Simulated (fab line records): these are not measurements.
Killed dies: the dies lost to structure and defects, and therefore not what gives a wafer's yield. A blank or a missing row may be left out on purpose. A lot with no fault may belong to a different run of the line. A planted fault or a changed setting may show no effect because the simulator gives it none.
fab line records	flow sky130
record: lots: 24	wafers: 72	last-day: 50
route steps=708 shown CONTACT@410 METAL2@483 VIA4@642 METAL5@664 PAD_OPEN@707
lots that met no fault: taken from a fault-free run of the same line
start-h: start of the lot's first displayed wafer, in hours after the record's first day	wait-h: hours since the lot's step before	" repeats the value in the row above	L1.1+2: several wafers, shown together as one row	- value missing, or start not given	* or withheld: withheld	< > ~ a bound
route shown NAME@n: names a module that has steps shown in the file, with the first one's number in the route	usual: mean and standard deviation over wafers with no fault	same: alike in all rows	chamber/n: place in a boat	sites: the reading at each site	_std_site: how widely they spread, as a standard deviation	_edge_site: mean of outer sites minus mean of inner sites	radius-mm: how far each site lies from the wafer's centre	mask NAME#n: copy n	behind: the tool/chamber that last shaped the wafer	hold: cause of the lot's hold/its duration in hours/its outcome	device: names the non-switching transistor (n, p or np)	end of line: the tests these same wafers got at the end of their route	where a step has no rows: the recipe by itself	killed: dies lost to structure and defects at the first sort, not the wafer's yield	map: a wafer's dies, x killed, . not, _ none there
set.NAME: the setting that was run; set.NAME@STEP: the one run at that earlier step	model.NAME: the simulator's own value behind a step, which no gauge read
route steps across a sampled set of lots; one table per step, one row per wafer
services: when a tool's chamber went out of use (start-h, in hours from the record's first day, below 0 if earlier), for how many hours, and the reason
== steps ==
step: SKY_CONTACT_CMP_04
recipe: material: SiO2	down-force-psi: 4	platen-rpm: 60	pad-velocity-m-s: 0.94248
usual: edge-zone-pressure-frac: 1.001/0.0049	motor-current-A: 12.3/1.5	platen-rpm: 60.00/0.038	time-to-endpoint-s: 83/3.6
lot.wafer	tool	chamber	start-h	wait-h	edge-zone-pressure-frac	motor-current-A	platen-rpm	time-to-endpoint-s
L074.3	cmp-02	3	713.37	0.1	0.991	12.8	60.03	82
L074.5	"	1	"	"	0.988	13.7	59.97	88
L074.6	"	2	"	"	0.996	13.2	59.96	87
L075.1	cmp-02	2	722.62	0.1	1.005	13.2	59.99	80
L075.3	"	3	"	"	1.004	13.7	59.96	77
L075.6	"	1	"	"	0.997	13.9	59.94	83
L076.4	cmp-02	0	727.33	0.0	0.996	12.0	60.00	80
L076.2	"	2	"	"	0.997	12.9	60.04	81
L076.5	"	1	"	"	1.002	13.8	59.98	86
L077.1	cmp-01	2	749.26	0.1	1.004	13.6	60.04	84
L077.4	"	3	"	"	0.996	10.1	60.01	87
L077.6	"	1	"	"	1.001	13.6	60.03	81
L078.4	cmp-01	2	774.60	0.1	0.998	14.0	60.05	78
L078.2	"	0	"	"	1.003	10.2	60.07	77
L078.6	"	1	"	"	0.994	12.7	60.04	81
L080.3	cmp-02	2	781.99	0.0	1.005	13.7	60.01	83
L080.2	"	3	"	"	1.004	12.9	59.94	78
L080.1	"	0	"	"	0.992	12.2	60.04	77
L079.4	cmp-01	2	782.86	0.0	1.003	13.3	59.93	80
L079.2	"	0	"	"	0.999	10.3	59.97	80
L079.6	"	2	"	"	1.008	13.9	60.06	79
L081.3	cmp-02	1	796.96	0.2	1.008	13.5	60.00	83
L081.6	"	2	"	"	1.005	13.2	60.01	81
L081.5	"	3	"	"	1.005	12.4	60.00	81
L082.2	cmp-01	0	798.01	0.0	1.008	9.6	59.99	83
L082.3	"	1	"	"	1.009	13.3	60.10	83
L082.6	"	0	"	"	1.011	10.1	60.00	82
L083.3	cmp-01	3	799.55	0.1	1.004	9.6	60.02	92
L083.2	"	1	"	"	0.994	12.4	59.99	85
L083.6	"	3	"	"	0.999	10.7	59.92	85
L085.4	cmp-01	1	801.36	0.1	1.009	13.3	59.96	80
L085.3	"	3	"	"	1.002	10.6	59.96	82
L085.5	"	0	"	"	0.994	9.9	60.03	85
L084.2	cmp-02	1	801.47	0.0	0.999	14.1	59.97	84
L084.3	"	0	"	"	1.003	12.3	60.01	80
L084.6	"	1	"	"	1.001	13.6	60.01	87
L087.3	cmp-01	0	816.71	0.1	0.994	10.3	60.00	79
L087.2	"	1	"	"	0.996	12.7	59.96	86
L087.6	"	0	"	"	0.997	10.2	59.98	79
L086.1	cmp-01	3	821.04	0.1	1.002	10.5	60.05	91
L086.4	"	1	"	"	0.995	13.0	60.01	81
L086.3	"	2	"	"	1.008	13.3	60.01	83
L089.2	cmp-01	1	834.59	0.0	1.003	12.8	60.02	83
L089.1	"	2	"	"	1.005	14.1	60.01	87
L089.3	"	3	"	"	1.002	9.9	60.00	86
L088.3	cmp-02	3	839.62	0.2	1.002	13.1	60.00	82
L088.5	"	0	"	"	1.000	12.2	59.94	80
L088.6	"	1	"	"	1.010	13.6	59.95	82
L090.2	cmp-02	1	848.10	0.0	0.999	14.3	60.03	88
L090.1	"	0	"	"	0.998	12.3	59.99	77
L090.5	"	2	"	"	1.005	13.4	59.94	85
L091.1	cmp-02	3	851.24	0.1	0.996	14.0	59.99	76
L091.6	"	1	"	"	1.005	14.4	60.04	84
L091.5	"	2	"	"	1.005	12.8	59.96	82
L092.4	cmp-01	0	855.17	0.0	0.997	10.4	60.00	83
L092.2	"	2	"	"	0.994	13.3	60.03	82
L092.5	"	1	"	"	1.001	13.9	60.02	81
L093.2	cmp-01	0	856.40	0.2	1.007	10.2	60.02	81
L093.1	"	1	"	"	1.005	13.1	60.00	84
L093.6	"	0	"	"	1.000	10.3	59.98	87
L094.1	cmp-01	3	861.81	0.1	0.998	10.6	59.98	91
L094.6	"	1	"	"	1.009	13.7	60.05	84
L094.5	"	2	"	"	1.001	13.5	59.91	81
L095.4	cmp-01	0	881.48	0.1	0.997	9.9	60.03	80
L095.5	"	3	"	"	0.997	10.4	59.99	91
L095.6	"	0	"	"	0.995	9.8	60.01	83
L096.4	cmp-02	2	882.87	0.0	0.995	13.6	60.03	84
L096.2	"	3	"	"	0.998	13.3	59.99	78
L096.1	"	0	"	"	0.993	12.8	60.03	79
L097.4	cmp-01	2	884.01	0.2	1.008	13.8	60.06	79
L097.5	"	2	"	"	1.003	13.1	60.00	77
L097.6	"	3	"	"	0.997	10.6	59.98	85
step: SKY_METAL2_SPUTTER_00
recipe: material: Ti	target-thk-nm: 15	power-w: 3000	time-s: 10	chamber-pressure-pa: 0.4
usual: throttle-valve-pct: 30.3/1.4
lot.wafer	tool	chamber	start-h	wait-h	throttle-valve-pct
L074.3	pvd-sputter-03	-	799.55	0.2	30.2
L074.5	"	-	"	"	31.1
L074.6	"	-	"	"	30.3
L075.1	pvd-sputter-02	-	807.30	0.2	29.1
L075.3	"	-	"	"	30.7
L075.6	"	-	"	"	32.2
L076.2	pvd-sputter-02	-	814.36	0.1	30.3
L076.4	"	-	"	"	32.1
L076.5	"	-	"	"	30.4
L077.1	pvd-sputter-04	-	833.75	0.2	31.3
L077.4	"	-	"	"	29.0
L077.6	"	-	"	"	28.9
L078.2	pvd-sputter-02	-	858.20	0.2	32.0
L078.4	"	-	"	"	28.8
L078.6	"	-	"	"	30.6
L080.1	pvd-sputter-02	-	865.69	0.1	32.0
L080.2	"	-	"	"	28.9
L080.3	"	-	"	"	30.3
L079.2	pvd-sputter-04	-	866.64	0.2	29.3
L079.4	"	-	"	"	33.0
L079.6	"	-	"	"	28.8
L081.3	pvd-sputter-03	-	881.07	0.2	30.3
L081.5	"	-	"	"	30.2
L081.6	"	-	"	"	28.1
L082.2	pvd-sputter-03	-	883.05	0.1	30.0
L082.3	"	-	"	"	27.8
L082.6	"	-	"	"	31.1
L083.2	pvd-sputter-02	-	884.04	0.2	32.2
L083.3	"	-	"	"	30.8
L083.6	"	-	"	"	30.0
L085.3	pvd-sputter-03	-	885.49	0.2	31.1
L085.4	"	-	"	"	30.0
L085.5	"	-	"	"	30.0
L084.2	pvd-sputter-02	-	886.03	0.1	32.2
L084.3	"	-	"	"	31.2
L084.6	"	-	"	"	30.3
L087.2	pvd-sputter-03	-	898.01	0.2	29.9
L087.3	"	-	"	"	28.0
L087.6	"	-	"	"	29.9
L086.1	pvd-sputter-04	-	904.60	0.1	33.1
L086.3	"	-	"	"	29.0
L086.4	"	-	"	"	31.4
L089.1	pvd-sputter-03	-	917.16	0.2	30.1
L089.2	"	-	"	"	30.0
L089.3	"	-	"	"	27.8
L088.3	pvd-sputter-03	-	922.25	0.1	28.1
L088.5	"	-	"	"	31.0
L088.6	"	-	"	"	30.1
L090.1	pvd-sputter-02	-	931.65	0.1	32.1
L090.2	"	-	"	"	28.6
L090.5	"	-	"	"	30.6
L091.1	pvd-sputter-04	-	934.06	0.1	31.4
L091.5	"	-	"	"	32.7
L091.6	"	-	"	"	28.9
L092.2	pvd-sputter-04	-	937.54	0.2	29.0
L092.4	"	-	"	"	31.6
L092.5	"	-	"	"	31.2
L093.1	pvd-sputter-03	-	939.01	0.2	27.8
L093.2	"	-	"	"	29.6
L093.6	"	-	"	"	27.9
L094.1	pvd-sputter-03	-	943.31	0.1	27.8
L094.5	"	-	"	"	28.0
L094.6	"	-	"	"	30.2
L095.4	pvd-sputter-04	-	962.28	0.2	32.8
L095.5	"	-	"	"	29.0
L095.6	"	-	"	"	32.6
L096.1	pvd-sputter-03	-	962.50	0.1	30.1
L096.2	"	-	"	"	30.0
L096.4	"	-	"	"	28.0
L097.4	pvd-sputter-04	-	965.84	0.2	29.0
L097.5	"	-	"	"	33.1
L097.6	"	-	"	"	29.0
step: SKY_VIA4_BOW_MEAS_03
recipe: mode: bow
usual: VIA4_BOW: 80/7.8
lot.wafer	tool	chamber	start-h	wait-h	VIA4_BOW[um]
L074.3	film-metro-01	-	988.91	0.2	88
L074.5	"	-	"	"	73
L074.6	"	-	"	"	85
L075.1	film-metro-01	-	995.76	0.2	87
L075.3	"	-	"	"	76
L075.6	"	-	"	"	86
L076.2	film-metro-01	-	999.51	0.2	80
L076.4	"	-	"	"	73
L076.5	"	-	"	"	79
L077.1	film-metro-04	-	1018.39	0.1	74
L077.4	"	-	"	"	90
L077.6	"	-	"	"	78
L078.2	film-metro-01	-	1042.26	0.2	84
L078.4	"	-	"	"	87
L078.6	"	-	"	"	83
L080.1	film-metro-01	-	1046.07	0.1	89
L080.2	"	-	"	"	96
L080.3	"	-	"	"	83
L079.2	film-metro-01	-	1048.10	0.2	79
L079.4	"	-	"	"	75
L079.6	"	-	"	"	76
L081.3	film-metro-01	-	1059.88	0.1	86
L081.5	"	-	"	"	78
L081.6	"	-	"	"	88
L082.2	film-metro-01	-	1061.80	0.3	87
L082.3	"	-	"	"	73
L082.6	"	-	"	"	71
L083.2	film-metro-01	-	1065.96	0.3	81
L083.3	"	-	"	"	74
L083.6	"	-	"	"	89
L085.3	film-metro-02	-	1066.58	0.3	84
L085.4	"	-	"	"	95
L085.5	"	-	"	"	80
L084.2	film-metro-01	-	1068.66	0.1	73
L084.3	"	-	"	"	74
L084.6	"	-	"	"	68
L087.2	film-metro-01	-	1073.67	0.2	81
L087.3	"	-	"	"	74
L087.6	"	-	"	"	88
L086.1	film-metro-02	-	1082.04	0.3	63
L086.3	"	-	"	"	79
L086.4	"	-	"	"	74
L089.1	film-metro-01	-	1088.31	0.1	80
L089.2	"	-	"	"	91
L089.3	"	-	"	"	92
L088.3	film-metro-01	-	1094.40	0.3	81
L088.5	"	-	"	"	71
L088.6	"	-	"	"	85
L090.1	film-metro-02	-	1103.50	0.1	75
L090.2	"	-	"	"	72
L090.5	"	-	"	"	84
L091.1	film-metro-01	-	1108.10	0.1	65
L091.5	"	-	"	"	63
L091.6	"	-	"	"	69
L092.2	film-metro-01	-	1109.64	0.1	81
L092.4	"	-	"	"	87
L092.5	"	-	"	"	84
L093.1	film-metro-01	-	1110.80	0.2	91
L093.2	"	-	"	"	88
L093.6	"	-	"	"	81
L094.1	film-metro-01	-	1114.54	0.1	86
L094.5	"	-	"	"	86
L094.6	"	-	"	"	68
L095.4	film-metro-02	-	1129.56	0.2	77
L095.5	"	-	"	"	73
L095.6	"	-	"	"	88
L096.1	film-metro-01	-	1129.59	0.3	72
L096.2	"	-	"	"	71
L096.4	"	-	"	"	75
L097.4	film-metro-02	-	1133.05	0.2	64
L097.5	"	-	"	"	68
L097.6	"	-	"	"	72
step: SKY_VIA4_CVD_18
recipe: material: W	target-thk-nm: 505	time-s: 152.14	temp-c: 400	pressure-torr: 40
usual: chamber-pressure-Torr: 40.00/0.092	heater-power-w: 796/48	susceptor-temp-C: 399.98/0.2
lot.wafer	tool	chamber	start-h	wait-h	chamber-pressure-Torr	heater-power-w	susceptor-temp-C
L074.3	cvd-w-02	1	1014.40	0.1	40.01	753	400.19
L074.5	"	1	"	"	39.98	749	399.90
L074.6	"	0	"	"	40.06	812	399.81
L075.1	cvd-w-02	1	1020.13	0.0	39.69	736	400.17
L075.3	"	0	"	"	39.97	820	399.80
L075.6	"	1	"	"	40.06	720	399.95
L076.2	cvd-w-01	0	1023.93	0.0	39.95	783	400.02
L076.4	"	1	"	"	39.90	860	400.13
L076.5	"	1	"	"	39.94	832	399.69
L077.1	cvd-w-02	0	1042.10	0.0	40.07	828	399.61
L077.4	"	0	"	"	40.13	820	400.26
L077.6	"	0	"	"	40.04	831	399.87
L078.2	cvd-w-01	0	1065.00	0.0	39.79	786	399.82
L078.4	"	0	"	"	39.90	781	400.09
L078.6	"	0	"	"	40.00	762	399.76
L080.1	cvd-w-01	1	1068.51	0.0	40.09	846	399.94
L080.2	"	0	"	"	39.94	786	399.95
L080.3	"	1	"	"	39.96	895	399.77
L079.2	cvd-w-02	0	1070.76	0.0	40.09	822	400.12
L079.4	"	1	"	"	40.13	754	400.11
L079.6	"	0	"	"	40.19	805	400.06
L081.3	cvd-w-02	1	1081.84	0.1	40.07	726	400.39
L081.5	"	1	"	"	40.05	733	400.10
L081.6	"	0	"	"	39.98	807	400.09
L082.2	cvd-w-02	1	1084.15	0.0	40.03	734	400.30
L082.3	"	1	"	"	39.99	737	400.16
L082.6	"	1	"	"	40.19	750	399.98
L083.2	cvd-w-02	1	1086.10	0.0	39.91	750	399.76
L083.3	"	1	"	"	39.91	752	399.91
L083.6	"	1	"	"	39.93	736	399.82
L085.3	cvd-w-02	1	1087.19	0.1	40.04	746	400.04
L085.4	"	0	"	"	40.11	833	399.82
L085.5	"	0	"	"	40.11	803	399.71
L084.2	cvd-w-02	1	1089.97	0.0	40.14	747	399.76
L084.3	"	1	"	"	39.91	727	399.81
L084.6	"	0	"	"	40.05	843	400.01
L087.2	cvd-w-02	0	1094.98	0.0	40.05	819	399.96
L087.3	"	0	"	"	40.04	841	400.05
L087.6	"	0	"	"	40.06	834	400.28
L086.1	cvd-w-02	1	1103.45	0.0	39.99	755	400.14
L086.3	"	0	"	"	40.13	817	400.03
L086.4	"	1	"	"	39.94	742	399.95
L089.1	cvd-w-02	1	1108.50	0.0	39.93	737	399.91
L089.2	"	0	"	"	39.98	816	400.07
L089.3	"	1	"	"	40.04	756	399.90
L088.3	cvd-w-01	0	1113.64	0.1	39.87	785	400.02
L088.5	"	0	"	"	40.11	785	400.00
L088.6	"	1	"	"	40.02	866	399.91
L090.1	cvd-w-01	1	1122.69	0.0	39.99	853	400.32
L090.2	"	0	"	"	39.79	792	399.82
L090.5	"	0	"	"	39.79	783	399.94
L091.1	cvd-w-02	1	1128.58	0.0	39.94	761	399.89
L091.5	"	0	"	"	39.99	841	399.80
L091.6	"	1	"	"	39.97	748	400.11
L092.2	cvd-w-02	1	1130.15	0.0	40.00	718	399.83
L092.4	"	0	"	"	39.99	844	400.44
L092.5	"	0	"	"	39.99	831	400.11
L093.1	cvd-w-01	1	1131.53	0.0	39.83	858	400.15
L093.2	"	0	"	"	39.91	777	399.96
L093.6	"	1	"	"	39.93	876	399.93
L094.1	cvd-w-01	1	1134.29	0.0	39.99	875	399.60
L094.5	"	1	"	"	40.00	853	400.01
L094.6	"	0	"	"	40.28	775	400.19
L096.1	cvd-w-02	1	1149.95	0.0	39.97	718	399.86
L096.2	"	0	"	"	39.84	840	400.10
L096.4	"	1	"	"	40.00	756	399.90
L095.4	cvd-w-01	0	1150.10	0.1	40.07	780	399.92
L095.5	"	0	"	"	40.13	763	400.24
L095.6	"	1	"	"	40.04	857	399.93
L097.4	cvd-w-02	0	1153.55	0.1	40.05	859	400.41
L097.5	"	0	"	"	39.82	820	399.97
L097.6	"	1	"	"	40.11	740	399.56
step: SKY_METAL5_SPUTTER_03
recipe: material: Ti	target-thk-nm: 5	power-w: 3000	time-s: 3.3	chamber-pressure-pa: 0.4
usual: throttle-valve-pct: 30.2/1.4
lot.wafer	tool	chamber	start-h	wait-h	throttle-valve-pct
L074.3	pvd-sputter-03	-	1015.31	0.0	27.9
L074.5	"	-	"	"	30.8
L074.6	"	-	"	"	30.1
L075.1	pvd-sputter-03	-	1020.86	0.0	31.1
L075.3	"	-	"	"	29.9
L075.6	"	-	"	"	29.8
L076.2	pvd-sputter-04	-	1024.66	0.0	31.4
L076.4	"	-	"	"	32.8
L076.5	"	-	"	"	29.0
L077.1	pvd-sputter-04	-	1042.83	0.0	31.3
L077.4	"	-	"	"	28.9
L077.6	"	-	"	"	32.8
L078.2	pvd-sputter-04	-	1068.14	0.0	33.0
L078.4	"	-	"	"	29.0
L078.6	"	-	"	"	29.4
L080.1	pvd-sputter-02	-	1069.94	0.0	30.3
L080.2	"	-	"	"	28.6
L080.3	"	-	"	"	30.6
L079.2	pvd-sputter-03	-	1071.49	0.0	30.1
L079.4	"	-	"	"	27.8
L079.6	"	-	"	"	29.9
L081.3	pvd-sputter-03	-	1084.21	0.0	30.2
L081.5	"	-	"	"	29.9
L081.6	"	-	"	"	27.9
L082.2	pvd-sputter-04	-	1085.41	0.0	29.0
L082.3	"	-	"	"	29.2
L082.6	"	-	"	"	29.0
L083.2	pvd-sputter-02	-	1087.51	0.0	32.0
L083.3	"	-	"	"	30.3
L083.6	"	-	"	"	30.6
L085.3	pvd-sputter-04	-	1088.11	0.0	31.6
L085.4	"	-	"	"	31.3
L085.5	"	-	"	"	28.7
L084.2	pvd-sputter-04	-	1090.70	0.0	29.1
L084.3	"	-	"	"	31.3
L084.6	"	-	"	"	29.0
L087.2	pvd-sputter-02	-	1095.71	0.0	30.5
L087.3	"	-	"	"	30.9
L087.6	"	-	"	"	30.4
L086.1	pvd-sputter-03	-	1105.99	0.0	30.1
L086.3	"	-	"	"	27.8
L086.4	"	-	"	"	31.1
L089.1	pvd-sputter-03	-	1113.74	0.0	27.9
L089.2	"	-	"	"	30.0
L089.3	"	-	"	"	30.1
L088.3	pvd-sputter-02	-	1115.54	0.0	28.9
L088.5	"	-	"	"	31.0
L088.6	"	-	"	"	28.8
L090.1	pvd-sputter-02	-	1124.32	0.0	30.0
L090.2	"	-	"	"	32.4
L090.5	"	-	"	"	30.4
L091.1	pvd-sputter-03	-	1129.97	0.0	31.0
L091.5	"	-	"	"	31.2
L091.6	"	-	"	"	30.0
L092.2	pvd-sputter-03	-	1130.88	0.0	28.0
L092.4	"	-	"	"	29.9
L092.5	"	-	"	"	30.4
L093.1	pvd-sputter-02	-	1132.30	0.0	31.9
L093.2	"	-	"	"	30.3
L093.6	"	-	"	"	32.3
L094.1	pvd-sputter-02	-	1135.04	0.0	30.2
L094.5	"	-	"	"	28.7
L094.6	"	-	"	"	31.2
L096.1	pvd-sputter-02	-	1150.70	0.0	32.0
L096.2	"	-	"	"	30.8
L096.4	"	-	"	"	28.7
L095.4	pvd-sputter-04	-	1151.35	0.0	31.4
L095.5	"	-	"	"	29.1
L095.6	"	-	"	"	33.0
L097.4	pvd-sputter-02	-	1154.76	0.0	32.3
L097.5	"	-	"	"	30.2
L097.6	"	-	"	"	32.1
step: SKY_PAD_OPEN_BOW_MEAS_13
recipe: mode: bow
usual: PAD_OPEN_BOW: 47/7.7
lot.wafer	tool	chamber	start-h	wait-h	PAD_OPEN_BOW[um]
L074.3	film-metro-01	-	1085.91	-	51
L074.5	"	-	"	"	38
L074.6	"	-	"	"	50
L075.1	film-metro-03	-	1087.93	-	58
L075.3	"	-	"	"	47
L075.6	"	-	"	"	58
L076.2	film-metro-01	-	1094.96	-	47
L076.4	"	-	"	"	39
L076.5	"	-	"	"	45
L077.1	film-metro-03	-	1108.22	-	41
L077.4	"	-	"	"	60
L077.6	"	-	"	"	46
L078.2	film-metro-01	-	1130.99	-	45
L078.4	"	-	"	"	49
L078.6	"	-	"	"	44
L080.1	film-metro-03	-	1132.93	-	53
L080.2	"	-	"	"	57
L080.3	"	-	"	"	46
L079.2	film-metro-03	-	1133.30	-	41
L079.4	"	-	"	"	37
L079.6	"	-	"	"	37
L081.3	film-metro-01	-	1145.36	-	53
L081.5	"	-	"	"	45
L081.6	"	-	"	"	55
L082.2	film-metro-01	-	1148.74	-	56
L082.3	"	-	"	"	41
L082.6	"	-	"	"	37
L083.2	film-metro-03	-	1150.24	-	46
L083.3	"	-	"	"	39
L083.6	"	-	"	"	55
L085.3	film-metro-03	-	1151.76	-	53
L085.4	"	-	"	"	66
L085.5	"	-	"	"	50
L084.2	film-metro-04	-	1153.39	-	45
L084.3	"	-	"	"	46
L084.6	"	-	"	"	39
L087.2	film-metro-01	-	1157.25	-	50
L087.3	"	-	"	"	42
L087.6	"	-	"	"	55
L086.1	film-metro-01	-	1166.94	-	27
L086.3	"	-	"	"	44
L086.4	"	-	"	"	39
L089.1	film-metro-03	-	1172.27	-	43
L089.2	"	-	"	"	55
L089.3	"	-	"	"	56
L088.3	film-metro-03	-	1176.70	-	45
L088.5	"	-	"	"	37
L088.6	"	-	"	"	52
L090.1	film-metro-04	-	1182.87	-	44
L090.2	"	-	"	"	40
L090.5	"	-	"	"	53
L091.1	film-metro-01	-	1187.83	-	37
L091.5	"	-	"	"	34
L091.6	"	-	"	"	40
L092.2	film-metro-04	-	1188.11	-	49
L092.4	"	-	"	"	56
L092.5	"	-	"	"	51
L093.1	film-metro-01	-	1189.53	-	61
L093.2	"	-	"	"	55
L093.6	"	-	"	"	50
L094.1	film-metro-01	-	1192.17	-	51
L094.5	"	-	"	"	53
L094.6	"	-	"	"	35
L096.1	film-metro-03	-	1203.58	-	35
L096.2	"	-	"	"	36
L096.4	"	-	"	"	39
L095.4	film-metro-04	-	1204.52	-	43
L095.5	"	-	"	"	38
L095.6	"	-	"	"	54
L097.4	film-metro-04	-	1207.09	-	33
L097.5	"	-	"	"	36
L097.6	"	-	"	"	41
== services ==
tool	chamber	start-h	hours	kind
cmp-02	-	700.20	0.3	repair
pvd-sputter-02	-	797.67	4.1	repair
pvd-sputter-02	-	817.51	1.0	repair
cmp-01	-	831.57	1.0	repair
cmp-01	-	898.91	0.6	repair
cmp-01	-	899.61	5.9	pm
cvd-w-02	-	904.00	14.0	pm
cmp-01	-	913.77	4.0	pm
cvd-w-02	1	938.39	9.0	repair
cmp-01	-	949.93	0.9	repair
pvd-sputter-04	-	956.39	2.9	repair
cmp-01	-	958.95	3.0	pm
cmp-01	-	962.74	0.7	repair
cmp-01	-	967.68	1.0	repair
pvd-sputter-04	-	980.03	1.2	repair
cvd-w-02	-	998.83	1.5	repair
cmp-01	-	1001.59	17.6	pm
cvd-w-02	-	1015.51	1.2	repair
cvd-w-02	1	1026.95	6.9	repair
cmp-01	-	1101.00	1.3	repair
cvd-w-02	-	1104.92	0.6	repair
cmp-01	-	1106.19	1.0	repair
pvd-sputter-04	-	1107.68	1.9	repair
cmp-01	-	1139.85	4.0	pm
== key ==
fault none
